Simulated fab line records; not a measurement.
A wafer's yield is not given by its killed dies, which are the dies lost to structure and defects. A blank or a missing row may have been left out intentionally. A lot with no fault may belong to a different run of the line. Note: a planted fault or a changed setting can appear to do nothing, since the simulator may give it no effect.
Chamber matching || flow sky130 || SKY_METAL3_ETCH_17 on rie diel-04: 4 sister chambers
The step etches SiO2 in C4F8/O2/Ar, stops on TiN, time 3.9 s, target depth 15 nm. 8 wafers are shown with their chamber, then 11 later ones without.

EACH WAFER AND ITS CHAMBER
{"wafer": "L078.6", "chamber": 3, "oes product au (a.u.)": 0.756}
{"wafer": "L081.1", "chamber": 3, "oes product au (a.u.)": 0.750}
{"wafer": "L081.3", "chamber": 2, "oes product au (a.u.)": 0.742}
{"wafer": "L084.1", "chamber": 2, "oes product au (a.u.)": 0.748}
{"wafer": "L088.1", "chamber": 0, "oes product au (a.u.)": 0.748}
{"wafer": "L088.5", "chamber": 0, "oes product au (a.u.)": 0.749}
{"wafer": "L088.6", "chamber": 1, "oes product au (a.u.)": 0.742}
{"wafer": "L090.2", "chamber": 1, "oes product au (a.u.)": 0.750}

WAFERS WITHOUT THEIR CHAMBER
{"wafer": "L090.3", "oes product au (a.u.)": 0.746}
{"wafer": "L090.5", "oes product au (a.u.)": 0.751}
{"wafer": "L094.3", "oes product au (a.u.)": 0.749}
{"wafer": "L094.4", "oes product au (a.u.)": 0.756}
{"wafer": "L094.5", "oes product au (a.u.)": 0.759}
{"wafer": "L097.2", "oes product au (a.u.)": 0.745}
{"wafer": "L097.3", "oes product au (a.u.)": 0.743}
{"wafer": "L097.5", "oes product au (a.u.)": 0.743}
{"wafer": "L096.2", "oes product au (a.u.)": 0.761}
{"wafer": "L096.5", "oes product au (a.u.)": 0.764}
{"wafer": "L096.6", "oes product au (a.u.)": 0.755}

EACH ONE'S CHAMBER
{"wafer": "L090.3", "from the rows above": "can't be placed: 1 or 2 or 0 or 3", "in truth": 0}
{"wafer": "L090.5", "from the rows above": "can't be placed: 3 or 0 or 1 or 2", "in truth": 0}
{"wafer": "L094.3", "from the rows above": "can't be placed: 0 or 1 or 2 or 3", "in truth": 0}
{"wafer": "L094.4", "from the rows above": "can't be placed: 3 or 0 or 1 or 2", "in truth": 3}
{"wafer": "L094.5", "from the rows above": "can't be placed: 3 or 0 or 1 or 2", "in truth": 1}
{"wafer": "L097.2", "from the rows above": "can't be placed: 2 or 1 or 0 or 3", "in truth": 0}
{"wafer": "L097.3", "from the rows above": "can't be placed: 2 or 1 or 0 or 3", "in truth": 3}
{"wafer": "L097.5", "from the rows above": "can't be placed: 2 or 1 or 0 or 3", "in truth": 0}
{"wafer": "L096.2", "from the rows above": "can't be placed: 3 or 0 or 1 or 2", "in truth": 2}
{"wafer": "L096.5", "from the rows above": "can't be placed: 3 or 0 or 1 or 2", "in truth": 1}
{"wafer": "L096.6", "from the rows above": "can't be placed: 3 or 0 or 1 or 2", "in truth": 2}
0 of 11 placed correctly. Unplaceable from these rows: 11, with the true chamber sitting among the candidates in 11. Number placed wrongly: 0.
How it was worked out, from the rows above alone: a wafer's distance from a chamber is the root of the sum, over the readings, of the square of ((its reading less the chamber's mean) divided by the reading's scatter). The wafer belongs to the nearest chamber; if the next one is less than 2 further off, it can't be placed. The mean given for a chamber averages the wafers shown for that chamber. The scatter is the square root of a quotient: the sum, over the shown wafers, of each reading's squared deviation from its chamber's mean, divided by wafers minus chambers.
